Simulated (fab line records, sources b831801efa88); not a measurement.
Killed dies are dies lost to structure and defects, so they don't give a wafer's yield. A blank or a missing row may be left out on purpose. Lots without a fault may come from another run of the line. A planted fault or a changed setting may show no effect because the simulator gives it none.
fab line records | flow gf180mcu
record lots=13 wafers=39 last_day=33
route steps=602 shown CONTACT@314 M4@461 V4@494
lots that met no fault: from a run of the same line without faults
start_h: hours from the record's first day to the start of the lot's first wafer shown | wait_h: hours since the lot's step before | " the same as in the row above | L1.1+2: a row that stands for several wafers | - no value, or no start given | * or withheld: withheld | < > ~ a bound
route shown NAME@n: a module of which the file shows steps, and the number in the route of the first | usual: mean/standard deviation of fault-free wafers | same: alike in all rows | chamber/n: place in a boat | sites: the reading at each site | _std_site: their standard deviation | _edge_site: outer sites' mean less inner sites' | radius_mm: how far each site lies from the wafer's centre | mask NAME#n: copy n | behind: the tool/chamber that last shaped the wafer | hold: why the lot was held/for how many hours/how that ended | device: the transistor (n, p or np) that didn't switch | end of line: the same wafers' tests at the end of the route | a step without rows: its recipe alone | killed: dies lost to structure and defects at the first sort, not the wafer's yield | map: a wafer's dies, x killed, . not, _ none there
set.NAME: the setting as run; set.NAME@STEP: as run at that earlier step | model.NAME: the simulator's own value behind a step, which no gauge read
steps of the route over a sample of lots; a table a step, a row a wafer
services: from which hour (start_h, from the record's first day; less than 0 if before it) a tool's chamber was out of use, for how many hours, and why
## steps
# step GF_CONTACT_CMP_27
# recipe stop_on=SiO2 down_force_psi=3.5 platen_rpm=60 t_overpolish_s=15 target_thk_nm=0 pad_velocity_m_s=0.94248
# usual edge_zone_pressure_frac=1.000/0.0043 head_pressure_psi=3.500/0.0074 motor_current_A=11.3/0.98 overpolish_run_s=15.001/0.0093 slurry_flow_ml_min=150.0/0.48 time_to_endpoint_s=72.6/2.6
# same t_overpolish_s=15
# columns lot.wafer tool chamber start_h wait_h edge_zone_pressure_frac head_pressure_psi motor_current_A overpolish_run_s slurry_flow_ml_min time_to_endpoint_s
L604.3 cmp-01 3 373.06 0.1 1.000 3.511 10.3 14.998 150.6 74.1
L604.5 " 1 " " 1.000 3.496 11.5 15.002 150.3 71.1
L604.6 " 2 " " 1.000 3.496 12.7 14.995 149.7 72.4
L605.3 cmp-02 2 378.05 0.0 1.011 3.490 11.1 14.992 150.0 71.0
L605.2 " 3 " " 0.999 3.502 13.2 14.994 149.9 69.5
L605.4 " 0 " " 1.004 3.507 10.7 14.996 150.6 70.3
L606.3 cmp-01 0 388.22 1.0 1.003 3.508 10.8 15.011 149.6 77.0
L606.4 " 3 " " 0.999 3.491 10.5 14.998 150.2 73.2
L606.6 " 1 " " 0.993 3.484 11.9 15.005 149.9 72.4
L607.3 cmp-01 0 395.71 0.1 0.994 3.501 10.9 14.999 150.3 71.1
L607.2 " 1 " " 0.994 3.506 12.0 14.995 150.3 69.0
L607.6 " 0 " " 0.994 3.499 10.7 14.991 149.4 73.2
L608.3 cmp-01 1 398.65 0.1 0.993 3.502 11.3 15.009 149.6 70.6
L608.1 " 2 " " 0.991 3.506 11.9 15.002 149.5 70.9
L608.4 " 3 " " 1.007 3.507 10.1 15.015 150.1 71.5
L609.2 cmp-01 0 410.92 0.1 1.002 3.486 11.1 15.016 149.2 67.9
L609.3 " 1 " " 0.998 3.504 10.7 14.988 149.8 70.9
L609.1 " 2 " " 0.998 3.506 12.6 14.994 150.0 68.9
L610.4 cmp-02 3 418.57 0.0 1.005 3.499 12.9 15.011 149.8 74.0
L610.1 " 1 " " 1.002 3.496 9.8 14.995 150.0 75.8
L610.3 " 2 " " 1.002 3.499 10.6 15.009 151.2 77.0
L611.3 cmp-01 0 427.40 0.0 1.001 3.486 10.9 14.998 151.1 72.1
L611.2 " 1 " " 1.003 3.492 12.1 15.009 150.9 67.2
L611.6 " 0 " " 0.998 3.494 10.6 14.996 150.8 67.1
L612.1 cmp-01 0 443.51 0.1 1.000 3.503 11.4 15.010 149.7 74.3
L612.3 " 3 " " 1.001 3.504 11.0 15.006 149.4 70.8
L612.6 " 1 " " 0.996 3.503 11.9 14.998 150.9 70.7
L613.4 cmp-02 0 451.44 0.0 1.002 3.492 11.6 15.008 149.1 75.4
L613.2 " 1 " " 1.005 3.493 9.8 14.980 150.0 72.8
L613.5 " 0 " " 0.998 3.503 10.9 15.006 149.6 75.7
L614.3 cmp-02 2 459.56 0.1 0.998 3.489 10.8 14.997 150.5 76.7
L614.5 " 0 " " 1.001 3.493 10.9 14.986 149.6 76.2
L614.6 " 1 " " 1.001 3.507 9.9 15.002 149.9 75.4
L617.2 cmp-02 0 481.95 0.0 1.004 3.176 10.0 14.996 150.7 77.2
L617.3 " 1 " " 0.995 3.184 9.4 15.007 150.6 79.2
L617.6 " 1 " " 1.008 3.173 8.8 14.997 149.2 83.1
L621.3 cmp-02 3 517.62 0.1 1.003 3.173 12.2 15.011 150.5 76.5
L621.4 " 0 " " 0.996 3.188 9.8 15.012 150.6 76.0
L621.1 " 1 " " 1.003 3.184 9.0 15.008 150.4 75.0
# step GF_M4_RS_MEAS_05
# recipe thk_meas_gauge=four-point-probe reads=TiN_of_M4_SPUTTER_04+Ti_of_M4_SPUTTER_03+AlCu_of_M4_SPUTTER_02+TiN_of_M4_SPUTTER_01+Ti_of_M4_SPUTTER_00
# usual M4_ALCU_RS=0.0694/0.00055
# columns lot.wafer tool chamber start_h wait_h M4_ALCU_RS[ohm/sq]
L604.3 film_metro-02 - 524.89 0.1 0.0699
L604.5 " - " " 0.0695
L604.6 " - " " 0.0701
L605.2 film_metro-04 - 531.82 0.0 0.0694
L605.3 " - " " 0.0692
L605.4 " - " " 0.0694
L606.3 film_metro-01 - 540.45 0.1 0.0694
L606.4 " - " " 0.0686
L606.6 " - " " 0.0692
L607.2 film_metro-01 - 546.47 0.0 0.0688
L607.3 " - " " 0.0693
L607.6 " - " " 0.0692
L608.1 film_metro-02 - 549.40 0.0 0.0693
L608.3 " - " " 0.0690
L608.4 " - " " 0.0691
L609.1 film_metro-02 - 561.55 0.0 0.0695
L609.2 " - " " 0.0695
L609.3 " - " " 0.0692
L610.1 film_metro-04 - 568.76 0.0 0.0693
L610.3 " - " " 0.0693
L610.4 " - " " 0.0686
L611.2 film_metro-04 - 577.90 0.0 0.0707
L611.3 " - " " 0.0705
L611.6 " - " " 0.0699
L612.1 film_metro-04 - 591.95 0.0 0.0694
L612.3 " - " " 0.0694
L612.6 " - " " 0.0695
L613.2 film_metro-04 - 598.47 0.0 0.0692
L613.4 " - " " 0.0695
L613.5 " - " " 0.0694
L614.3 film_metro-02 - 605.34 0.1 0.0693
L614.5 " - " " 0.0700
L614.6 " - " " 0.0697
L617.2 film_metro-04 - 625.29 0.0 0.0698
L617.3 " - " " 0.0691
L617.6 " - " " 0.0693
L621.1 film_metro-01 - 655.05 0.0 0.0695
L621.3 " - " " 0.0699
L621.4 " - " " 0.0692
# step GF_V4_STRIP_18
# recipe chemistry=O2/N2 power_w=1400 pressure_mtorr=1500 platen_temp_c=250 o2_flow_sccm=3000 n2_flow_sccm=300 overash_fraction=0.5
# usual drypump_motor_current_A=5.6/0.49 heater_power_w=326/23 oes_product_au=0.593/0.0047
# columns lot.wafer tool chamber start_h wait_h drypump_motor_current_A heater_power_w oes_product_au rf_hours_counter_h
L604.3 plasma_asher-04 1 571.03 - 6.3 293 0.592 -
L604.5 " 0 " " 5.6 349 0.591 -
L604.6 " 1 " " 6.2 289 0.599 -
L605.2 plasma_asher-03 1 577.83 - 6.1 341 0.595 46
L605.3 " 0 " " 5.1 320 0.588 -
L605.4 " 1 " " 6.1 334 0.590 -
L606.3 plasma_asher-04 0 585.92 - 5.6 344 0.604 -
L606.4 " 1 " " 6.2 284 0.596 -
L606.6 " 0 " " 5.6 363 0.592 -
L607.2 plasma_asher-01 1 591.58 - 4.9 348 0.590 85
L607.3 " 0 " " 5.6 309 0.599 -
L607.6 " 1 " " 4.9 348 0.597 -
L608.1 plasma_asher-03 1 592.99 - 6.2 340 0.597 47
L608.3 " 1 " " 6.2 343 0.592 -
L608.4 " 0 " " 5.0 327 0.592 -
L609.1 plasma_asher-03 0 605.23 - 5.0 329 0.594 49
L609.2 " 1 " " 6.1 347 0.595 49
L609.3 " 1 " " 6.1 346 0.593 -
L610.1 plasma_asher-03 1 612.88 - 6.1 349 0.595 50
L610.3 " 1 " " 6.1 343 0.594 -
L610.4 " 0 " " 5.0 318 0.593 -
L611.2 plasma_asher-01 1 622.04 - 4.9 339 0.597 87
L611.3 " 1 " " 5.0 344 0.587 -
L611.6 " 1 " " 4.9 349 0.600 -
L612.1 plasma_asher-01 0 634.19 - 5.6 308 0.593 88
L612.3 " 0 " " 5.6 305 0.587 -
L612.6 " 0 " " 5.6 301 0.598 -
L613.2 plasma_asher-04 1 641.50 - 6.3 294 0.598 103
L613.4 " 1 " " 6.2 291 0.598 -
L613.5 " 1 " " 6.2 285 0.598 -
L614.3 plasma_asher-03 1 648.53 - 6.1 348 0.589 -
L614.5 " 0 " " 5.1 331 0.594 -
L614.6 " 1 " " 6.2 343 0.592 -
L617.2 plasma_asher-04 1 666.40 - 6.2 292 0.589 106
L617.3 " 1 " " 6.2 289 0.600 -
L617.6 " 0 " " 5.7 348 0.590 -
L621.1 plasma_asher-01 0 694.14 - 5.6 304 0.601 94
L621.3 " 0 " " 5.6 309 0.594 -
L621.4 " 1 " " 4.9 351 0.595 -
# step GF_V4_RS_MEAS_24
# recipe thk_meas_gauge=four-point-probe reads=W_of_V4_CVD_23+TiN_of_V4_SPUTTER_22+Ti_of_V4_SPUTTER_21
# usual V4_W_RS=0.3260/0.0029
# columns lot.wafer tool chamber start_h wait_h V4_W_RS[ohm/sq]
L604.3 film_metro-02 - 571.79 0.1 0.3292
L604.5 " - " " 0.3314
L604.6 " - " " 0.3318
L605.2 film_metro-03 - 578.60 0.1 0.3256
L605.3 " - " " 0.3252
L605.4 " - " " 0.3248
L606.3 film_metro-02 - 586.76 0.1 0.3263
L606.4 " - " " 0.3258
L606.6 " - " " 0.3293
L607.2 film_metro-03 - 592.36 0.1 0.3237
L607.3 " - " " 0.3216
L607.6 " - " " 0.3237
L608.1 film_metro-04 - 593.74 0.1 0.3256
L608.3 " - " " 0.3183
L608.4 " - " " 0.3252
L609.1 film_metro-02 - 606.01 0.1 0.3244
L609.2 " - " " 0.3260
L609.3 " - " " 0.3218
L610.1 film_metro-03 - 613.63 0.1 0.3233
L610.3 " - " " 0.3252
L610.4 " - " " 0.3256
L611.2 film_metro-02 - 622.83 0.1 0.3248
L611.3 " - " " 0.3278
L611.6 " - " " 0.3310
L612.1 film_metro-02 - 634.93 0.1 0.3224
L612.3 " - " " 0.3230
L612.6 " - " " 0.3206
L613.2 film_metro-04 - 642.28 0.1 0.3261
L613.4 " - " " 0.3195
L613.5 " - " " 0.3227
L614.3 film_metro-02 - 649.29 0.1 0.3259
L614.5 " - " " 0.3273
L614.6 " - " " 0.3233
L617.2 film_metro-02 - 667.16 0.1 0.3241
L617.3 " - " " 0.3284
L617.6 " - " " 0.3299
L621.1 film_metro-03 - 694.88 0.1 0.3264
L621.3 " - " " 0.3239
L621.4 " - " " 0.3243
## services
# columns tool chamber start_h hours kind
cmp-02 - 383.53 9.2 pm
cmp-01 - 387.21 1.0 repair
cmp-02 - 404.60 4.0 pm
cmp-02 - 408.60 - consumable_replace:conditioner
cmp-02 - 408.60 - consumable_replace:pad
plasma_asher-01 - 440.60 0.4 repair
cmp-01 - 454.58 5.0 pm
cmp-01 - 463.01 1.2 repair
cmp-01 - 485.88 2.4 repair
cmp-02 - 496.89 4.7 pm
cmp-01 - 550.93 0.3 repair
cmp-01 - 572.23 4.0 pm
cmp-01 - 576.23 - consumable_replace:conditioner
cmp-01 - 576.23 - consumable_replace:pad
cmp-01 - 597.24 4.9 repair
plasma_asher-01 - 600.23 15.6 pm
plasma_asher-01 - 635.54 1.2 repair
cmp-02 - 658.72 1.0 repair
## key
first_sign step=GF_CONTACT_CMP_27 reading=head_pressure_psi direction=down sigmas=43 usual=3.500 struck=3.180
effect step=GF_CONTACT_CMP_27 reading=time_to_endpoint_s direction=up sigmas=2 usual=* struck=*
met_at GF_CONTACT_CMP_27
struck_lots L617,L621
tester_left_out L617,L621
not_acting_at GF_M4_RS_MEAS_05,GF_V4_STRIP_18,GF_V4_RS_MEAS_24
onset_between 459.56 481.95
fault kind=process_parameter_drift tool=cmp-02 chamber=- onset_h=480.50 steps=GF_CONTACT_CMP_27 channel=down_force_psi offset=-0.3244 shape=step end_h=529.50 acts_in=these_recipes_only stated=3.5
# tester_left_out: of these lots the tester's yield and bins aren't shown, on N5 and GAA mostly nor the transistor test; their killed dies are dies lost to structure and defects alone, not to doping, threshold or leakage, so they don't give the yield
